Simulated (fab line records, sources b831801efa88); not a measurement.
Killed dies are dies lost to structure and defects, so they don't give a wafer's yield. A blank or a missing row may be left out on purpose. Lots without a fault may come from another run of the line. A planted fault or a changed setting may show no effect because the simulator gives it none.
fab line records | flow gf180mcu | part 1 of 2: steps 1 to 29 of 42
record lots=5 wafers=15 last_day=33
route steps=602 shown SAB@267 SALICIDE@278 CONTACT@287
lots that met no fault: from a run of the same line without faults
start_h: hours from the record's first day to the start of the lot's first wafer shown | wait_h: hours since the lot's step before | " the same as in the row above | L1.1+2: a row that stands for several wafers | - no value, or no start given | * or withheld: withheld | < > ~ a bound
route shown NAME@n: a module of which the file shows steps, and the number in the route of the first | usual: mean/standard deviation of fault-free wafers | same: alike in all rows | chamber/n: place in a boat | sites: the reading at each site | _std_site: their standard deviation | _edge_site: outer sites' mean less inner sites' | radius_mm: how far each site lies from the wafer's centre | mask NAME#n: copy n | behind: the tool/chamber that last shaped the wafer | hold: why the lot was held/for how many hours/how that ended | device: the transistor (n, p or np) that didn't switch | end of line: the same wafers' tests at the end of the route | a step without rows: its recipe alone | killed: dies lost to structure and defects at the first sort, not the wafer's yield | map: a wafer's dies, x killed, . not, _ none there
set.NAME: the setting as run; set.NAME@STEP: as run at that earlier step | model.NAME: the simulator's own value behind a step, which no gauge read
lots at some steps of the route; a table a step, a row a wafer
services: from which hour (start_h, from the record's first day; less than 0 if before it) a tool's chamber was out of use, for how many hours, and why
## steps
# step GF_SAB_HMDS_03
# recipe prime_time_s=60 prime_temp_c=120
# columns lot.wafer tool chamber start_h wait_h
L086.2+4+6 litho_track-04 0 433.53 0.1
L088.1+2+5 litho_track-04 0 453.65 0.1
L090.1+3+4 litho_track-02 0 468.12 0.1
L091.2+5+6 litho_track-02 0 482.45 0.1
L093.1+5+6 litho_track-04 0 496.00 0.1
# step GF_SAB_COAT_04
# recipe resist=NOVOLAK spin_rpm=3000 resist_thk_nm=1000
# columns lot.wafer tool chamber start_h wait_h
L086.2+4+6 litho_track-04 0 433.68 0.1
L088.1+2+5 litho_track-04 0 453.80 0.1
L090.1+3+4 litho_track-02 0 468.27 0.1
L091.2+5+6 litho_track-02 0 482.60 0.1
L093.1+5+6 litho_track-04 0 496.15 0.1
# step GF_SAB_SOFTBAKE_05
# recipe temp_c=90 time_s=57.07 resist=NOVOLAK
# columns lot.wafer tool chamber start_h wait_h
L086.2+4+6 litho_track-04 0 433.83 0.1
L088.1+2+5 litho_track-04 0 453.95 0.1
L090.1+3+4 litho_track-02 0 468.42 0.1
L091.2+5+6 litho_track-02 0 482.75 0.1
L093.1+5+6 litho_track-04 0 496.30 0.1
# step GF_SAB_EXPOSE_06
# recipe mask_id=SAB target_cd_nm=420 na=0.6 source_shape=conventional sigma_outer=0.6 dose_mj=140
# same sigma_outer=0.6
# columns lot.wafer tool chamber start_h wait_h mask
L086.2+4+6 iline_stepper-01 0 - - SAB#0
L088.1+2+5 iline_stepper-01 0 - - SAB#0
L090.1+3+4 iline_stepper-02 0 - - SAB#0
L091.2+5+6 iline_stepper-01 0 - - SAB#0
L093.1+5+6 iline_stepper-01 0 - - SAB#0
# step GF_SAB_PEB_07
# recipe temp_c=withheld time_s=* resist=NOVOLAK
# columns lot.wafer tool chamber start_h wait_h
L086.2+4+6 litho_track-04 0 - -
L088.1+2+5 litho_track-02 0 - -
L090.1+3+4 litho_track-04 0 - -
L091.2+5+6 litho_track-02 0 - -
L093.1+5+6 litho_track-02 0 - -
# step GF_SAB_DEVELOP_08
# recipe develop_time_s=60 dev_temp_c=23
# columns lot.wafer tool chamber start_h wait_h
L086.2+4+6 litho_track-04 0 445.83 0.1
L088.1+2+5 litho_track-02 0 465.87 0.1
L090.1+3+4 litho_track-04 0 480.35 0.1
L091.2+5+6 litho_track-02 0 494.40 0.1
L093.1+5+6 litho_track-02 0 508.17 0.1
# step GF_SAB_CD_MEAS_09
# recipe target_cd_nm=420
# usual cd_nm=419.5/2.2
# columns lot.wafer tool chamber start_h wait_h cd_nm
L086.2 cd_sem-01 - 445.97 0.1 418.8
L086.4 " - " " 419.9
L086.6 " - " " 419.4
L088.1 cd_sem-01 - 466.02 0.1 422.0
L088.2 " - " " 420.9
L088.5 " - " " 422.9
L090.1 cd_sem-01 - 480.50 0.1 420.0
L090.3 " - " " 419.0
L090.4 " - " " 420.0
L091.2 cd_sem-01 - 494.54 0.1 414.3
L091.5 " - " " 415.1
L091.6 " - " " 416.0
L093.1 cd_sem-01 - 508.32 0.1 419.5
L093.5 " - " " 417.9
L093.6 " - " " 419.3
# step GF_SAB_OVL_MEAS_10
# usual SAB_OVL=0.4/1.6
# columns lot.wafer tool chamber start_h wait_h SAB_OVL[nm]
L086.2 overlay-01 - 446.08 0.1 2.4
L086.4 " - " " 4.5
L086.6 " - " " 2.8
L088.1 overlay-02 - 466.14 0.1 0.1
L088.2 " - " " -0.9
L088.5 " - " " -0.2
L090.1 overlay-02 - 480.62 0.1 2.0
L090.3 " - " " 1.1
L090.4 " - " " 0.3
L091.2 overlay-02 - 494.65 0.1 0.9
L091.5 " - " " 2.0
L091.6 " - " " 0.3
L093.1 overlay-01 - 508.44 0.1 0.3
L093.5 " - " " 0.4
L093.6 " - " " -1.6
# step GF_SAB_ETCH_11
# recipe chemistry=C4F8/O2/Ar mask_material=NOVOLAK target=SiO2 target_depth_nm=55 source_w=1500 bias_w=1200 pressure_mtorr=40 c4f8_flow_sccm=withheld O2_flow_sccm=6 Ar_flow_sccm=300 time_s=8.5
# usual oes_product_au=1.002/0.013
# columns lot.wafer tool chamber start_h wait_h oes_product_au
L086.2 rie_diel-04 1 446.11 0.0 1.007
L086.4 " 3 " " 1.020
L086.6 " 0 " " 0.995
L088.1 rie_diel-01 2 466.18 0.0 0.976
L088.2 " 1 " " 0.994
L088.5 " 1 " " 0.994
L090.1 rie_diel-01 3 480.66 0.0 0.990
L090.3 " 1 " " 1.005
L090.4 " 2 " " 0.975
L091.2 rie_diel-04 0 494.68 0.0 0.990
L091.5 " 3 " " 1.023
L091.6 " 0 " " 1.012
L093.1 rie_diel-01 1 508.48 0.0 1.016
L093.5 " 2 " " 0.977
L093.6 " 3 " " 0.997
# step GF_SAB_WET_ETCH_12
# recipe chemistry=dHF target_depth_nm=22 dry=n2_spin target=SiO2 temp_c=25 dilution=100:1 time_s=440
# columns lot.wafer tool chamber start_h wait_h
L086.2+4+6 wet_bench-02 0 446.13 0.0
L088.1+2+5 wet_bench-04 1 466.20 0.0
L090.1+3+4 wet_bench-04 3 480.68 0.0
L091.2+5+6 wet_bench-02 0 494.70 0.0
L093.1+5+6 wet_bench-01 3 508.50 0.0
# step GF_SAB_STRIP_13
# recipe chemistry=O2/N2 power_w=1400 pressure_mtorr=1500 platen_temp_c=250 o2_flow_sccm=3000 n2_flow_sccm=300 overash_fraction=0.5
# usual drypump_motor_current_A=5.8/0.46 heater_power_w=304/17 oes_product_au=0.710/0.0046 strip_time_to_endpoint_s=12.64/0.035
# columns lot.wafer tool chamber start_h wait_h drypump_motor_current_A heater_power_w oes_product_au rf_hours_counter_h strip_time_to_endpoint_s
L086.2 plasma_asher-01 0 446.27 0.0 6.2 280 0.710 83 12.61
L086.4 " 0 " " 6.2 278 0.714 - 12.62
L086.6 " 1 " " 5.8 303 0.701 - 12.63
L088.1 plasma_asher-01 1 466.49 0.0 5.8 306 0.705 85 12.67
L088.2 " 0 " " 6.1 287 0.708 85 12.62
L088.5 " 0 " " 6.2 288 0.712 - 12.65
L090.1 plasma_asher-02 0 480.82 0.0 6.6 296 0.707 5 12.61
L090.3 " 0 " " 6.6 289 0.712 - 12.60
L090.4 " 1 " " 5.4 312 0.703 - 12.60
L091.2 plasma_asher-02 1 494.86 0.0 5.4 318 0.709 7 12.63
L091.5 " 0 " " 6.5 297 0.722 - 12.63
L091.6 " 1 " " 5.4 314 0.713 - 12.71
L093.1 plasma_asher-02 1 508.63 0.0 5.4 312 0.710 8 12.75
L093.5 " 0 " " 6.5 284 0.713 - 12.73
L093.6 " 1 " " 5.3 316 0.714 - 12.72
# step GF_SALICIDE_CLEAN_00
# recipe chemistry=SC1/SC2 mix=1:4:20 temp_c=70 time_s=150
# usual bath_guard_temp_C=70.3/0.45
# columns lot.wafer tool chamber start_h wait_h bath_guard_temp_C
L086.2 wet_bench-03 2 446.37 0.1 70.2
L086.4 " 2 " " 69.5
L086.6 " 2 " " 70.0
L088.1 wet_bench-03 0 466.59 0.1 70.5
L088.2 " 0 " " 71.0
L088.5 " 0 " " 70.1
L090.1 wet_bench-03 0 480.92 0.1 70.5
L090.3 " 0 " " 70.4
L090.4 " 0 " " 70.7
L091.2 wet_bench-04 0 494.96 0.1 71.2
L091.5 " 0 " " 70.8
L091.6 " 0 " " 71.2
L093.1 wet_bench-03 1 508.73 0.1 70.0
L093.5 " 1 " " 70.2
L093.6 " 1 " " 69.8
# step GF_SALICIDE_WET_ETCH_01
# recipe chemistry=dHF target_depth_nm=5 dry=ipa_marangoni target=SiO2 temp_c=25 dilution=100:1 time_s=100
# columns lot.wafer tool chamber start_h wait_h
L086.2+4+6 wet_bench-03 1 446.42 0.0
L088.1+2+5 wet_bench-04 0 466.64 0.0
L090.1+3+4 wet_bench-04 0 480.97 0.0
L091.2+5+6 wet_bench-03 3 495.01 0.0
L093.1+5+6 wet_bench-04 0 508.79 0.0
# step GF_SALICIDE_SPUTTER_02
# recipe material=Co target_thk_nm=10 power_w=1000 time_s=20 chamber_pressure_pa=0.4
# usual chamber_pressure_pa=0.3999/0.00076 throttle_valve_pct=30.4/1
# columns lot.wafer tool chamber start_h wait_h chamber_pressure_pa throttle_valve_pct
L086.2 pvd_sputter-02 - 446.46 0.0 0.4002 32.6
L086.4 " - " " 0.4004 30.1
L086.6 " - " " 0.4001 30.0
L088.1 pvd_sputter-04 - 466.72 0.0 0.4005 30.9
L088.2 " - " " 0.4008 29.7
L088.5 " - " " 0.4015 29.6
L090.1 pvd_sputter-01 - 481.01 0.0 0.4001 30.8
L090.3 " - " " 0.3982 28.6
L090.4 " - " " 0.3991 30.7
L091.2 pvd_sputter-04 - 495.04 0.0 0.4000 30.9
L091.5 " - " " 0.3991 29.9
L091.6 " - " " 0.3990 30.7
L093.1 pvd_sputter-02 - 508.82 0.0 0.3998 30.0
L093.5 " - " " 0.4007 32.6
L093.6 " - " " 0.3995 28.3
# step GF_SALICIDE_SPUTTER_03
# recipe material=TiN target_thk_nm=20 power_w=6500 time_s=16.7 chamber_pressure_pa=0.4
# usual chamber_pressure_pa=0.4000/0.0008 throttle_valve_pct=30.4/1
# columns lot.wafer tool chamber start_h wait_h chamber_pressure_pa throttle_valve_pct
L086.2 pvd_sputter-02 - 446.49 0.0 0.4011 32.6
L086.4 " - " " 0.3995 30.2
L086.6 " - " " 0.4002 30.1
L088.1 pvd_sputter-04 - 466.75 0.0 0.4008 30.8
L088.2 " - " " 0.3991 29.4
L088.5 " - " " 0.3992 29.8
L090.1 pvd_sputter-01 - 481.04 0.0 0.4007 31.0
L090.3 " - " " 0.3995 28.5
L090.4 " - " " 0.4005 30.9
L091.2 pvd_sputter-04 - 495.07 0.0 0.3990 30.5
L091.5 " - " " 0.3990 29.9
L091.6 " - " " 0.4007 30.4
L093.1 pvd_sputter-02 - 508.85 0.0 0.3996 30.3
L093.5 " - " " 0.4003 32.6
L093.6 " - " " 0.3993 28.4
# step GF_SALICIDE_RS_MEAS_04
# recipe thk_meas_gauge=four-point-probe reads=TiN_of_SALICIDE_SPUTTER_03+Co_of_SALICIDE_SPUTTER_02
# usual SALICIDE_TIN_RS=16.25/0.26
# columns lot.wafer tool chamber start_h wait_h SALICIDE_TIN_RS[ohm/sq]
L086.2 film_metro-03 - 446.53 0.0 16.25
L086.4 " - " " 16.23
L086.6 " - " " 16.70
L088.1 film_metro-03 - 466.77 0.0 16.56
L088.2 " - " " 16.33
L088.5 " - " " 16.37
L090.1 film_metro-03 - 481.07 0.0 16.65
L090.3 " - " " 16.35
L090.4 " - " " 16.63
L091.2 film_metro-02 - 495.12 0.0 16.44
L091.5 " - " " 16.52
L091.6 " - " " 16.14
L093.1 film_metro-03 - 508.88 0.0 15.89
L093.5 " - " " 15.75
L093.6 " - " " 15.91
# step GF_SALICIDE_THK_MEAS_05
# recipe thk_meas_gauge=xrf reads=TiN_of_SALICIDE_SPUTTER_03
# usual SALICIDE_TIN_THK=20.20/0.29
# columns lot.wafer tool chamber start_h wait_h SALICIDE_TIN_THK[nm]
L086.2 film_metro-03 - 446.64 0.1 19.97
L086.4 " - " " 20.08
L086.6 " - " " 19.94
L088.1 film_metro-03 - 466.89 0.1 20.58
L088.2 " - " " 20.51
L088.5 " - " " 20.49
L090.1 film_metro-03 - 481.19 0.1 19.82
L090.3 " - " " 19.72
L090.4 " - " " 19.81
L091.2 film_metro-02 - 495.23 0.1 20.29
L091.5 " - " " 19.90
L091.6 " - " " 19.98
L093.1 film_metro-03 - 509.00 0.1 20.40
L093.5 " - " " 20.24
L093.6 " - " " 20.58
# step GF_SALICIDE_RTA_06
# recipe temp_c=530 time_s=30 ambient=N2
# usual chamber_o2_ppm=1.999/0.024 lamp_power_pct=6.65/0.18 wafer_temp_C_max=532.6/1.3
# columns lot.wafer tool chamber start_h wait_h chamber_o2_ppm lamp_power_pct wafer_temp_C_max
L086.2 rtp_anneal-02 0 446.71 0.1 1.996 6.81 532.1
L086.4 " 0 " " 1.987 6.81 531.8
L086.6 " 0 " " 1.997 6.81 531.8
L088.1 rtp_anneal-02 0 466.95 0.1 2.007 6.80 531.6
L088.2 " 0 " " 1.972 6.80 531.6
L088.5 " 0 " " 1.974 6.80 531.2
L090.1 rtp_anneal-02 0 481.25 0.1 1.987 6.82 531.5
L090.3 " 0 " " 2.012 6.81 530.8
L090.4 " 0 " " 1.975 6.81 531.3
L091.2 rtp_anneal-02 0 495.29 0.1 1.997 6.81 531.0
L091.5 " 0 " " 1.995 6.81 531.8
L091.6 " 0 " " 1.987 6.79 531.4
L093.1 rtp_anneal-01 0 509.06 0.1 2.010 6.44 533.4
L093.5 " 0 " " 1.992 6.44 533.8
L093.6 " 0 " " 2.017 6.45 533.5
# step GF_SALICIDE_WET_ETCH_07
# recipe chemistry=SPM target_depth_nm=120 dry=n2_spin
# columns lot.wafer tool chamber start_h wait_h
L086.2+4+6 wet_bench-04 2 446.79 0.1
L088.1+2+5 wet_bench-03 2 467.05 0.1
L090.1+3+4 wet_bench-04 1 481.35 0.1
L091.2+5+6 wet_bench-03 0 495.38 0.1
L093.1+5+6 wet_bench-03 3 509.16 0.1
# step GF_SALICIDE_RTA_08
# recipe temp_c=800 time_s=30 ambient=N2
# usual chamber_o2_ppm=1.995/0.022 lamp_power_pct=18.4/0.5 wafer_temp_C_max=804.6/1.9
# columns lot.wafer tool chamber start_h wait_h chamber_o2_ppm lamp_power_pct wafer_temp_C_max
L086.2 rtp_anneal-01 0 446.90 0.0 2.002 17.9 805.3
L086.4 " 0 " " 2.009 17.9 805.3
L086.6 " 0 " " 1.998 17.9 804.9
L088.1 rtp_anneal-01 0 467.15 0.0 2.003 17.9 809.4
L088.2 " 0 " " 2.014 17.9 806.7
L088.5 " 0 " " 1.979 17.9 806.1
L090.1 rtp_anneal-01 0 481.46 0.0 1.982 17.9 805.0
L090.3 " 0 " " 1.970 17.9 806.0
L090.4 " 0 " " 1.964 17.9 806.3
L091.2 rtp_anneal-01 0 495.48 0.0 1.974 17.9 806.8
L091.5 " 0 " " 2.012 17.9 805.9
L091.6 " 0 " " 1.986 17.9 806.2
L093.1 rtp_anneal-02 0 509.26 0.0 2.001 18.9 803.6
L093.5 " 0 " " 2.006 18.9 802.5
L093.6 " 0 " " 1.991 18.9 802.5
# step GF_CONTACT_CVD_00
# recipe material=SiO2 target_thk_nm=300 sigma_open_frac=0.3 temp_c=400 time_s=50 sih4_flow_sccm=60 pressure_mtorr=6
# usual pressure_mtorr=6.001/0.012 sih4_flow_sccm=59.99/0.19
# columns lot.wafer tool chamber start_h wait_h pressure_mtorr sih4_flow_sccm
L086.2 hdpcvd-02 1 446.99 0.1 6.008 60.05
L086.4 " 1 " " 5.974 60.10
L086.6 " 0 " " 5.994 60.17
L088.1 hdpcvd-02 2 467.25 0.1 6.012 59.92
L088.2 " 0 " " 5.985 59.92
L088.5 " 0 " " 5.972 59.53
L090.1 hdpcvd-01 0 481.56 0.1 5.994 59.97
L090.3 " 1 " " 5.983 59.95
L090.4 " 0 " " 5.991 60.22
L091.2 hdpcvd-01 1 495.57 0.1 6.006 59.94
L091.5 " 1 " " 5.992 60.02
L091.6 " 2 " " 6.008 59.91
L093.1 hdpcvd-01 2 509.36 0.1 6.033 59.75
L093.5 " 2 " " 6.002 59.55
L093.6 " 1 " " 6.013 60.10
# step GF_CONTACT_THK_MEAS_01
# recipe reads=SiO2_of_CONTACT_CVD_00
# usual CONTACT_CVD_00_THK=299/3.2
# columns lot.wafer tool chamber start_h wait_h CONTACT_CVD_00_THK[nm]
L086.2 film_metro-02 - 447.04 0.0 300
L086.4 " - " " 300
L086.6 " - " " 300
L088.1 film_metro-04 - 467.30 0.0 301
L088.2 " - " " 300
L088.5 " - " " 299
L090.1 film_metro-04 - 481.60 0.0 299
L090.3 " - " " 292
L090.4 " - " " 296
L091.2 film_metro-04 - 495.62 0.0 295
L091.5 " - " " 293
L091.6 " - " " 295
L093.1 film_metro-01 - 509.40 0.0 295
L093.5 " - " " 298
L093.6 " - " " 298
# step GF_CONTACT_CVD_02
# recipe material=SiO2 target_thk_nm=860 precursor=TEOS temp_c=400 time_s=95.992 rf_w=600
# usual heater_power_w=638/88
# columns lot.wafer tool chamber start_h wait_h heater_power_w
L086.2 pecvd-02 0 447.09 0.0 623
L086.4 " 1 " " 749
L086.6 " 2 " " 557
L088.1 pecvd-04 1 467.36 0.1 498
L088.2 " 2 " " 704
L088.5 " 0 " " 531
L090.1 pecvd-02 1 481.66 0.1 798
L090.3 " 2 " " 630
L090.4 " 2 " " 672
L091.2 pecvd-02 1 495.67 0.0 861
L091.5 " 1 " " 875
L091.6 " 0 " " 614
L093.1 pecvd-03 0 509.46 0.1 654
L093.5 " 1 " " 658
L093.6 " 2 " " 635
# step GF_CONTACT_THK_MEAS_03
# recipe reads=SiO2_of_CONTACT_CVD_02
# usual CONTACT_CVD_02_THK=857/14
# columns lot.wafer tool chamber start_h wait_h CONTACT_CVD_02_THK[nm]
L086.2 film_metro-04 - 447.17 0.0 863
L086.4 " - " " 864
L086.6 " - " " 865
L088.1 film_metro-02 - 467.43 0.0 838
L088.2 " - " " 854
L088.5 " - " " 856
L090.1 film_metro-02 - 481.74 0.0 845
L090.3 " - " " 846
L090.4 " - " " 850
L091.2 film_metro-02 - 495.75 0.0 830
L091.5 " - " " 846
L091.6 " - " " 864
L093.1 film_metro-04 - 509.53 0.0 832
L093.5 " - " " 855
L093.6 " - " " 839
# step GF_CONTACT_CMP_04
# recipe material=SiO2 down_force_psi=4 platen_rpm=60 pad_velocity_m_s=0.94248
# usual edge_zone_pressure_frac=1.000/0.0052 motor_current_A=11.9/0.97 slurry_filter_dp_kPa=13.51/0.13 time_to_endpoint_s=104/5.8
# columns lot.wafer tool chamber start_h wait_h edge_zone_pressure_frac motor_current_A slurry_filter_dp_kPa time_to_endpoint_s
L086.2 cmp-02 2 447.27 0.1 1.003 12.4 13.71 108
L086.4 " 3 " " 0.993 10.9 13.54 107
L086.6 " 1 " " 1.001 12.7 13.54 104
L088.1 cmp-01 2 467.54 0.1 0.998 12.0 13.53 90
L088.2 " 0 " " 1.005 12.8 13.64 100
L088.5 " 2 " " 0.998 12.6 13.40 95
L090.1 cmp-01 0 481.85 0.1 0.996 12.5 13.50 99
L090.3 " 1 " " 0.997 11.5 13.41 95
L090.4 " 2 " " 1.004 11.6 13.45 96
L091.2 cmp-02 0 495.85 0.1 1.002 9.9 13.43 96
L091.6 " 3 " " 1.001 11.3 13.62 111
L091.5 " 0 " " 0.996 10.0 13.46 101
L093.1 cmp-02 0 509.74 0.2 1.004 10.4 13.69 94
L093.5 " 1 " " 0.995 12.7 13.41 103
L093.6 " 2 " " 1.003 12.7 13.38 96
# step GF_CONTACT_BOW_MEAS_05
# recipe mode=bow
# usual CONTACT_BOW=66/6.6
# columns lot.wafer tool chamber start_h wait_h CONTACT_BOW[um]
L086.2 film_metro-04 - 447.54 0.2 69
L086.4 " - " " 71
L086.6 " - " " 69
L088.1 film_metro-04 - 467.79 0.2 52
L088.2 " - " " 73
L088.5 " - " " 69
L090.1 film_metro-01 - 482.10 0.2 71
L090.3 " - " " 65
L090.4 " - " " 58
L091.2 film_metro-02 - 496.12 0.2 62
L091.5 " - " " 67
L091.6 " - " " 63
L093.1 film_metro-01 - 509.89 0.1 53
L093.5 " - " " 60
L093.6 " - " " 71
# step GF_CONTACT_DEHYDRATE_06
# recipe temp_c=200 time_s=60
# columns lot.wafer tool chamber start_h wait_h
L086.2+4+6 litho_track-04 0 459.38 11.8
L088.1+2+5 litho_track-03 0 479.35 11.5
L090.1+3+4 litho_track-03 0 492.90 10.8
L091.2+5+6 litho_track-01 0 507.56 11.4
L093.1+5+6 litho_track-01 0 520.79 10.9
# step GF_CONTACT_HMDS_07
# recipe prime_time_s=60 prime_temp_c=120
# columns lot.wafer tool chamber start_h wait_h
L086.2+4+6 litho_track-04 0 459.53 0.1
L088.1+2+5 litho_track-03 0 479.50 0.1
L090.1+3+4 litho_track-03 0 493.05 0.1
L091.2+5+6 litho_track-01 0 507.71 0.1
L093.1+5+6 litho_track-01 0 520.94 0.1
# step GF_CONTACT_COAT_08
# recipe resist=BARC temp_c=withheld time_s=withheld spin_rpm=withheld resist_thk_nm=withheld
# columns lot.wafer tool chamber start_h wait_h
L086.2+4+6 litho_track-04 0 459.68 0.1
L088.1+2+5 litho_track-03 0 479.65 0.1
L090.1+3+4 litho_track-03 0 493.20 0.1
L091.2+5+6 litho_track-01 0 507.86 0.1
L093.1+5+6 litho_track-01 0 521.09 0.1
